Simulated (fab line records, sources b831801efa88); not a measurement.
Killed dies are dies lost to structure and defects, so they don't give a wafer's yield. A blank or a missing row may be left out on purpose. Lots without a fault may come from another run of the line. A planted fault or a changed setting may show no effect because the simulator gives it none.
Split-lot experiment | flow gf180mcu | 5 lots, 23 wafers read, on a route of 602 steps

THE SPLIT
At GF_TOP_METAL_SPUTTER_00 (material Ti, target thk 37.5 nm, time 150 s), the setting power_w was moved away from the recipe's 4000 W on 8 of the 23 wafers read, by -4.4% to +7.9%. The other wafers ran this setting at the recipe's value.

The reading is taken at the split's own step.

THE READING
Ti_of_TOP_METAL_SPUTTER_00.thk_nm (the simulator's own value, which no gauge read), in nm, at GF_TOP_METAL_SPUTTER_00 (material Ti, target thk 37.5 nm, time 150 s). The file gives no usual value for it. The 15 wafers here that ran the recipe average 37.40 nm, standard deviation 0.25 nm.

wafer  | tool, chamber at the split | power_w as run, W | against the recipe | Ti_of_TOP_METAL_SPUTTER_00.thk_nm, nm | against lot-mates on the recipe
L074.1 | pvd_sputter-04, -          | 4315              | +7.9%              | 40.18                                 | +2.46
L074.3 | pvd_sputter-04, -          | 4315              | +7.9%              | 40.92                                 | +3.20
L074.4 | pvd_sputter-04, -          | 4000              | recipe             | 37.66                                 | -
L074.5 | pvd_sputter-04, -          | 4000              | recipe             | 37.79                                 | -
L074.6 | pvd_sputter-04, -          | 4315              | +7.9%              | 40.48                                 | +2.76
L076.1 | pvd_sputter-04, -          | 4179              | +4.5%              | 38.69                                 | +1.53
L076.2 | pvd_sputter-04, -          | 4179              | +4.5%              | 38.56                                 | +1.40
L076.3 | pvd_sputter-04, -          | 4000              | recipe             | 37.33                                 | -
L076.5 | pvd_sputter-04, -          | 4000              | recipe             | 37.23                                 | -
L076.6 | pvd_sputter-04, -          | 4000              | recipe             | 36.91                                 | -
L078.1 | pvd_sputter-01, -          | 4000              | recipe             | 37.33                                 | -
L078.2 | pvd_sputter-01, -          | 3823              | -4.4%              | 36.36                                 | -1.23
L078.3 | pvd_sputter-01, -          | 3823              | -4.4%              | 36.45                                 | -1.14
L078.4 | pvd_sputter-01, -          | 3823              | -4.4%              | 36.16                                 | -1.43
L078.5 | pvd_sputter-01, -          | 4000              | recipe             | 37.85                                 | -
L083.1 | pvd_sputter-03, -          | 4000              | recipe             | 37.24                                 | -
L083.2 | pvd_sputter-03, -          | 4000              | recipe             | 37.13                                 | -
L083.3 | pvd_sputter-03, -          | 4000              | recipe             | 37.42                                 | -
L083.4 | pvd_sputter-03, -          | 4000              | recipe             | 37.11                                 | -
L083.6 | pvd_sputter-03, -          | 4000              | recipe             | 37.41                                 | -
L084.1 | pvd_sputter-03, -          | 4000              | recipe             | 37.5                                  | -
L084.4 | pvd_sputter-03, -          | 4000              | recipe             | 37.51                                 | -
L084.6 | pvd_sputter-03, -          | 4000              | recipe             | 37.52                                 | -

THE FIT
A straight line over all 23 wafers: Ti_of_TOP_METAL_SPUTTER_00.thk_nm changes by +0.342 nm for each +1% of power_w; r = +0.96; the points scatter about the line by 0.34 nm.
The same after taking each lot's own level away (the mean of its wafers on the recipe; 23 wafers): +0.334 nm for each +1%; r = +0.99; scatter 0.2 nm.
On that fit, the largest move of power_w shifts the reading by 2.6 nm.
The lots' own levels span 37.157 to 37.725 nm, that is 2.3 times the standard deviation above.
So the lot-to-lot level changes the slope little: the two slopes agree.
Check: with one of the wafers moved furthest among these (+7.9%) left out of the fit, the line predicts +2.75 nm for it against its lot-mates. It came out at +2.46 nm against them.

OTHER SPLITS ON THESE WAFERS
These wafers also went through other splits before the reading. Each is held against what the fit with the lots' levels taken away leaves over:
other split on the same wafers        | wafers away from the commonest value | r with Ti_of_TOP_METAL_SPUTTER_00.thk_nm (lot level and that fit taken away)
GF_V3_ETCH_17 source_w                | 10                                   | -0.09
GF_M4_SPUTTER_03 power_w              | 11                                   | -0.08
GF_M4_STRIP_17 pressure_mtorr         | 15                                   | +0.07
GF_V4_CVD_00 sih4_flow_sccm           | 5                                    | +0.12
GF_V4_PEB_12 peb_temp_c               | 11                                   | +0.07
GF_V4_ETCH_17 bias_w                  | 7                                    | +0.09
GF_MIM_SPUTTER_01 power_w             | 8                                    | +0.08
GF_MIM_SPUTTER_08 chamber_pressure_pa | 15                                   | -0.08

THE FILE'S OWN FIT
Ti_of_TOP_METAL_SPUTTER_00.thk_nm changes by +0.337 nm for each +1% of power_w, r = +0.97.
